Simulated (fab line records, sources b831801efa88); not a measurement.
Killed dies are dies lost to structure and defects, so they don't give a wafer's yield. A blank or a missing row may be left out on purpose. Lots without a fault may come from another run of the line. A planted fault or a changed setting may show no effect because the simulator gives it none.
Which tool did it? | flow sky130 | 24 lots, 72 wafers sampled, at 6 steps of a route of 708

WHAT THE GAUGES READ, wafer by wafer
SKY_PAD_OPEN_BOW_MEAS_13. Usual: PAD_OPEN_BOW 47 um, standard deviation 8.
lot  | measured     | on            | PAD_OPEN_BOW (um) | flag
L074 | day 46 02:22 | film_metro-03 | 43 40 43          |
L075 | day 46 12:09 | film_metro-03 | 38 48 48          |
L076 | day 46 17:26 | film_metro-02 | 41 34 38          |
L077 | day 47 01:07 | film_metro-02 | 47 55 42          |
L078 | day 47 02:54 | film_metro-03 | 50 56 47          |
L079 | day 47 14:40 | film_metro-02 | 43 55 40          |
L080 | day 47 15:37 | film_metro-04 | 59 57 59          |
L081 | day 47 19:17 | film_metro-04 | 53 46 51          |
L082 | day 47 23:26 | film_metro-04 | 39 49 37          |
L083 | day 48 10:41 | film_metro-02 | 49 41 36          |
L084 | day 48 12:34 | film_metro-02 | 47 56 55          |
L085 | day 48 15:43 | film_metro-02 | 68 59 63          |
L087 | day 49 03:20 | film_metro-03 | 42 48 44          |
L086 | day 49 06:35 | film_metro-03 | 49 58 48          |
L088 | day 49 07:42 | film_metro-04 | 39 47 47          |
L089 | day 49 14:56 | film_metro-04 | 59 50 45          |
L090 | day 49 21:25 | film_metro-04 | 45 54 52          |
L091 | day 49 23:11 | film_metro-03 | 54 48 40          |
L092 | day 50 02:20 | film_metro-04 | 42 46 47          |
L093 | day 50 10:15 | film_metro-02 | 43 48 35          |
L094 | day 50 14:11 | film_metro-04 | 41 56 43          |
L095 | day 50 16:44 | film_metro-02 | 43 60 48          |
L096 | day 50 22:08 | film_metro-02 | 47 42 48          |
L097 | day 51 02:38 | film_metro-03 | 33 39 37          |

WHICH TOOL RAN EACH LOT (tool, then ch and the chambers of the sampled wafers, then the start)
lot  | SKY_METAL2_SPUTTER_04        | SKY_VIA2_ETCH_15                   | SKY_VIA3_CVD_21               | SKY_METAL4_SPUTTER_03        | SKY_METAL4_SPUTTER_04
L074 | pvd_sputter-03, day 34 08:16 | rie_diel-03 ch 0,1,3, day 36 14:46 | cvd_w-02 ch 1, day 39 23:48   | pvd_sputter-02, day 40 00:37 | pvd_sputter-02, day 40 00:38
L075 | pvd_sputter-03, day 34 20:31 | rie_diel-03 ch 1,2, day 37 02:39   | cvd_w-02 ch 0, day 40 10:49   | pvd_sputter-04, day 40 11:31 | pvd_sputter-04, day 40 11:31
L076 | pvd_sputter-02, day 35 05:17 | rie_diel-01 ch 1,2, day 37 11:10   | cvd_w-02 ch 0, day 40 17:45   | pvd_sputter-02, day 40 18:26 | pvd_sputter-02, day 40 18:28
L077 | pvd_sputter-03, day 35 13:47 | rie_diel-03 ch 0,1, day 37 18:56   | cvd_w-01 ch 0, day 41 03:30   | pvd_sputter-04, day 41 04:11 | pvd_sputter-04, day 41 04:12
L078 | pvd_sputter-01, day 35 17:41 | rie_diel-04 ch 0,1,3, day 37 23:10 | cvd_w-01 ch 0, day 41 06:34   | pvd_sputter-04, day 41 07:22 | pvd_sputter-04, day 41 07:23
L079 | pvd_sputter-03, day 36 08:08 | rie_diel-03 ch 0,1,2, day 38 12:50 | cvd_w-01 ch 0,1, day 41 18:27 | pvd_sputter-03, day 41 19:10 | pvd_sputter-03, day 41 19:11
L080 | pvd_sputter-02, day 36 10:20 | rie_diel-03 ch 1,2, day 38 15:19   | cvd_w-02 ch 0,1, day 41 20:18 | pvd_sputter-03, day 41 20:59 | pvd_sputter-03, day 41 21:01
L081 | pvd_sputter-03, day 36 13:12 | rie_diel-03 ch 0,1, day 38 18:07   | cvd_w-01 ch 0,1, day 41 23:13 | pvd_sputter-04, day 41 23:52 | pvd_sputter-04, day 41 23:53
L082 | pvd_sputter-02, day 36 20:48 | rie_diel-04 ch 0,3, day 39 01:25   | cvd_w-02 ch 0,1, day 42 07:50 | pvd_sputter-03, day 42 08:31 | pvd_sputter-03, day 42 08:32
L083 | pvd_sputter-02, day 37 07:10 | rie_diel-01 ch 0,1,2, day 39 11:51 | cvd_w-01 ch 0,1, day 42 18:21 | pvd_sputter-04, day 42 19:07 | pvd_sputter-04, day 42 19:08
L084 | pvd_sputter-03, day 37 09:31 | rie_diel-04 ch 1,2, day 39 13:18   | cvd_w-01 ch 0,1, day 42 18:37 | pvd_sputter-04, day 42 19:25 | pvd_sputter-04, day 42 19:26
L085 | pvd_sputter-01, day 37 18:28 | rie_diel-01 ch 0,1,2, day 39 22:20 | cvd_w-01 ch 0,1, day 43 02:39 | pvd_sputter-02, day 43 03:20 | pvd_sputter-02, day 43 03:22
L087 | pvd_sputter-03, day 38 08:07 | rie_diel-03 ch 1,2, day 40 11:21   | cvd_w-01 ch 0,1, day 43 16:17 | pvd_sputter-03, day 43 16:59 | pvd_sputter-03, day 43 17:00
L086 | pvd_sputter-02, day 38 09:57 | rie_diel-01 ch 1,2,3, day 40 13:24 | cvd_w-02 ch 0,1, day 43 18:02 | pvd_sputter-04, day 43 18:43 | pvd_sputter-04, day 43 18:44
L088 | pvd_sputter-03, day 38 10:15 | rie_diel-01 ch 1,2, day 40 14:04   | cvd_w-01 ch 0,1, day 43 18:43 | pvd_sputter-02, day 43 19:22 | pvd_sputter-02, day 43 19:23
L089 | pvd_sputter-03, day 39 02:02 | rie_diel-01 ch 0,1,3, day 41 04:55 | cvd_w-02 ch 0,1, day 44 06:30 | pvd_sputter-02, day 44 07:11 | pvd_sputter-02, day 44 07:13
L090 | pvd_sputter-02, day 39 08:48 | rie_diel-01 ch 0,1,2, day 41 11:20 | cvd_w-01 ch 1, day 44 13:57   | pvd_sputter-03, day 44 14:38 | pvd_sputter-03, day 44 14:40
L091 | pvd_sputter-02, day 39 11:43 | rie_diel-03 ch 1,2, day 41 14:23   | cvd_w-01 ch 0,1, day 44 17:49 | pvd_sputter-04, day 44 18:31 | pvd_sputter-04, day 44 18:31
L092 | pvd_sputter-03, day 39 17:16 | rie_diel-04 ch 1,3, day 41 19:14   | cvd_w-01 ch 0,1, day 44 21:06 | pvd_sputter-04, day 44 21:47 | pvd_sputter-04, day 44 21:48
L093 | pvd_sputter-02, day 40 08:04 | rie_diel-01 ch 1,3, day 42 08:36   | cvd_w-02 ch 0,1, day 45 09:28 | pvd_sputter-03, day 45 10:10 | pvd_sputter-03, day 45 10:11
L094 | pvd_sputter-02, day 40 09:52 | rie_diel-04 ch 0,2, day 42 11:55   | cvd_w-01 ch 0,1, day 45 13:43 | pvd_sputter-03, day 45 14:25 | pvd_sputter-03, day 45 14:26
L095 | pvd_sputter-01, day 40 12:10 | rie_diel-03 ch 0,1, day 42 14:48   | cvd_w-02 ch 0,1, day 45 15:51 | pvd_sputter-04, day 45 16:32 | pvd_sputter-04, day 45 16:34
L096 | pvd_sputter-01, day 40 21:23 | rie_diel-03 ch 0,1,2, day 42 22:45 | cvd_w-01 ch 0,1, day 45 22:49 | pvd_sputter-04, day 45 23:34 | pvd_sputter-04, day 45 23:35
L097 | pvd_sputter-02, day 41 06:04 | rie_diel-04 ch 0,1,3, day 43 07:22 | cvd_w-01 ch 0,1, day 46 05:45 | pvd_sputter-04, day 46 06:24 | pvd_sputter-04, day 46 06:25
- SKY_METAL2_SPUTTER_04: material TiN, target thk 70 nm, time 58.3 s.
- SKY_VIA2_ETCH_15: etches SiO2 in C4F8/O2/Ar, stops on TiN, target depth 546 nm, time 84 s.
- SKY_VIA3_CVD_21: deposits W, target thk 390 nm, time 117.31 s.
- SKY_METAL4_SPUTTER_03: material Ti, target thk 5 nm, time 3.3 s.
- SKY_METAL4_SPUTTER_04: material TiN, target thk 70 nm, time 58.3 s.

WHAT THE TOOLS THEMSELVES READ (means of the sampled wafers that have a number; where no wafer has one, the mark that the record gives instead)
SKY_METAL2_SPUTTER_04. Usual: throttle_valve_pct 30.4 %, standard deviation 1.1.
lot  | tool           | throttle_valve_pct (%) | flag
L074 | pvd_sputter-03 | 29.6                   |
L075 | pvd_sputter-03 | 29.3                   |
L076 | pvd_sputter-02 | 31.2                   |
L077 | pvd_sputter-03 | 29.7                   |
L078 | pvd_sputter-01 | 30.1                   |
L079 | pvd_sputter-03 | 29.2                   |
L080 | pvd_sputter-02 | 29.8                   |
L081 | pvd_sputter-03 | 30.0                   |
L082 | pvd_sputter-02 | 30.0                   |
L083 | pvd_sputter-02 | 30.6                   |
L084 | pvd_sputter-03 | 29.4                   |
L085 | pvd_sputter-01 | 30.9                   |
L087 | pvd_sputter-03 | 30.0                   |
L086 | pvd_sputter-02 | 31.3                   |
L088 | pvd_sputter-03 | 29.6                   |
L089 | pvd_sputter-03 | 30.2                   |
L090 | pvd_sputter-02 | 30.1                   |
L091 | pvd_sputter-02 | 30.8                   |
L092 | pvd_sputter-03 | 30.1                   |
L093 | pvd_sputter-02 | 30.3                   |
L094 | pvd_sputter-02 | 29.4                   |
L095 | pvd_sputter-01 | 30.6                   |
L096 | pvd_sputter-01 | 31.0                   |
L097 | pvd_sputter-02 | 31.9                   |

SKY_VIA2_ETCH_15. Usual: oes_product_au 0.941 a.u., standard deviation 0.0046.
lot  | tool        | oes_product_au (a.u.) | flag
L074 | rie_diel-03 | 0.937                 |
L075 | rie_diel-03 | 0.944                 |
L076 | rie_diel-01 | 0.942                 |
L077 | rie_diel-03 | 0.943                 |
L078 | rie_diel-04 | 0.937                 |
L079 | rie_diel-03 | 0.937                 |
L080 | rie_diel-03 | 0.944                 |
L081 | rie_diel-03 | 0.945                 |
L082 | rie_diel-04 | 0.938                 |
L083 | rie_diel-01 | 0.946                 |
L084 | rie_diel-04 | 0.945                 |
L085 | rie_diel-01 | 0.939                 |
L087 | rie_diel-03 | 0.941                 |
L086 | rie_diel-01 | 0.937                 |
L088 | rie_diel-01 | 0.942                 |
L089 | rie_diel-01 | 0.938                 |
L090 | rie_diel-01 | 0.942                 |
L091 | rie_diel-03 | 0.943                 |
L092 | rie_diel-04 | 0.939                 |
L093 | rie_diel-01 | 0.938                 |
L094 | rie_diel-04 | 0.936                 |
L095 | rie_diel-03 | 0.940                 |
L096 | rie_diel-03 | 0.939                 |
L097 | rie_diel-04 | 0.940                 |

SKY_VIA3_CVD_21. Usual: chamber_pressure_Torr 40.00 Torr, standard deviation 0.089; heater_power_w 789 W, standard deviation 18.
lot  | tool     | chamber_pressure_Torr (Torr) | heater_power_w (W) | flag
L074 | cvd_w-02 | 39.96                        | 802                |
L075 | cvd_w-02 | 40.13                        | 769                |
L076 | cvd_w-02 | 40.10                        | 766                |
L077 | cvd_w-01 | 39.93                        | 783                |
L078 | cvd_w-01 | 40.00                        | 777                |
L079 | cvd_w-01 | 39.95                        | 792                |
L080 | cvd_w-02 | 39.93                        | 795                |
L081 | cvd_w-01 | 40.00                        | 783                |
L082 | cvd_w-02 | 40.01                        | 790                |
L083 | cvd_w-01 | 40.01                        | 787                |
L084 | cvd_w-01 | 40.02                        | 791                |
L085 | cvd_w-01 | 40.00                        | 780                |
L087 | cvd_w-01 | 39.97                        | 795                |
L086 | cvd_w-02 | 39.97                        | 783                |
L088 | cvd_w-01 | 39.94                        | 795                |
L089 | cvd_w-02 | 39.94                        | 798                |
L090 | cvd_w-01 | 39.94                        | 800                |
L091 | cvd_w-01 | 40.10                        | 787                |
L092 | cvd_w-01 | 40.07                        | 800                |
L093 | cvd_w-02 | 39.96                        | 796                |
L094 | cvd_w-01 | 39.94                        | 786                |
L095 | cvd_w-02 | 40.01                        | 806                |
L096 | cvd_w-01 | 40.00                        | 793                |
L097 | cvd_w-01 | 39.96                        | 793                |

SKY_METAL4_SPUTTER_03. Usual: throttle_valve_pct 30.2 %, standard deviation 0.77.
lot  | tool           | throttle_valve_pct (%) | flag
L074 | pvd_sputter-02 | 30.4                   |
L075 | pvd_sputter-04 | 30.1                   |
L076 | pvd_sputter-02 | 31.7                   |
L077 | pvd_sputter-04 | 30.1                   |
L078 | pvd_sputter-04 | 30.1                   |
L079 | pvd_sputter-03 | 30.1                   |
L080 | pvd_sputter-03 | 30.3                   |
L081 | pvd_sputter-04 | 29.8                   |
L082 | pvd_sputter-03 | 29.7                   |
L083 | pvd_sputter-04 | 29.8                   |
L084 | pvd_sputter-04 | 30.0                   |
L085 | pvd_sputter-02 | 30.5                   |
L087 | pvd_sputter-03 | 30.3                   |
L086 | pvd_sputter-04 | 30.3                   |
L088 | pvd_sputter-02 | 31.6                   |
L089 | pvd_sputter-02 | 30.7                   |
L090 | pvd_sputter-03 | 30.7                   |
L091 | pvd_sputter-04 | 29.9                   |
L092 | pvd_sputter-04 | 30.0                   |
L093 | pvd_sputter-03 | 30.2                   |
L094 | pvd_sputter-03 | 30.1                   |
L095 | pvd_sputter-04 | 30.0                   |
L096 | pvd_sputter-04 | 30.0                   |
L097 | pvd_sputter-04 | 30.2                   |

SKY_METAL4_SPUTTER_04. Usual: throttle_valve_pct 30.2 %, standard deviation 0.76.
lot  | tool           | throttle_valve_pct (%) | flag
L074 | pvd_sputter-02 | 30.5                   |
L075 | pvd_sputter-04 | 30.1                   |
L076 | pvd_sputter-02 | 31.6                   |
L077 | pvd_sputter-04 | 30.1                   |
L078 | pvd_sputter-04 | 30.2                   |
L079 | pvd_sputter-03 | 30.4                   |
L080 | pvd_sputter-03 | 30.2                   |
L081 | pvd_sputter-04 | 30.1                   |
L082 | pvd_sputter-03 | 29.5                   |
L083 | pvd_sputter-04 | 30.0                   |
L084 | pvd_sputter-04 | 30.0                   |
L085 | pvd_sputter-02 | 30.5                   |
L087 | pvd_sputter-03 | 30.1                   |
L086 | pvd_sputter-04 | 30.0                   |
L088 | pvd_sputter-02 | 31.3                   |
L089 | pvd_sputter-02 | 30.7                   |
L090 | pvd_sputter-03 | 30.5                   |
L091 | pvd_sputter-04 | 29.7                   |
L092 | pvd_sputter-04 | 29.9                   |
L093 | pvd_sputter-03 | 30.2                   |
L094 | pvd_sputter-03 | 30.2                   |
L095 | pvd_sputter-04 | 29.9                   |
L096 | pvd_sputter-04 | 30.0                   |
L097 | pvd_sputter-04 | 30.0                   |

THE ANSWER, worked out from the rows above alone
Rule: a lot is off if the mean of its wafers that have a number lies more than 3 standard deviations from the usual mean. A lot without any number at a reading at which 4 lots or more have one is off too. The other lots that the step has rows for count as sound. The gauges are gone through in route order, then the tools' own readings, and for those a lot's mean is taken as printed above. The first step at which some lot is off is used, and at that step the reading that is off furthest; a lot without a number counts as furthest.
No lot is off at any reading shown: from this, nothing can be told.

WHAT THE SIMULATOR HAD PUT IN
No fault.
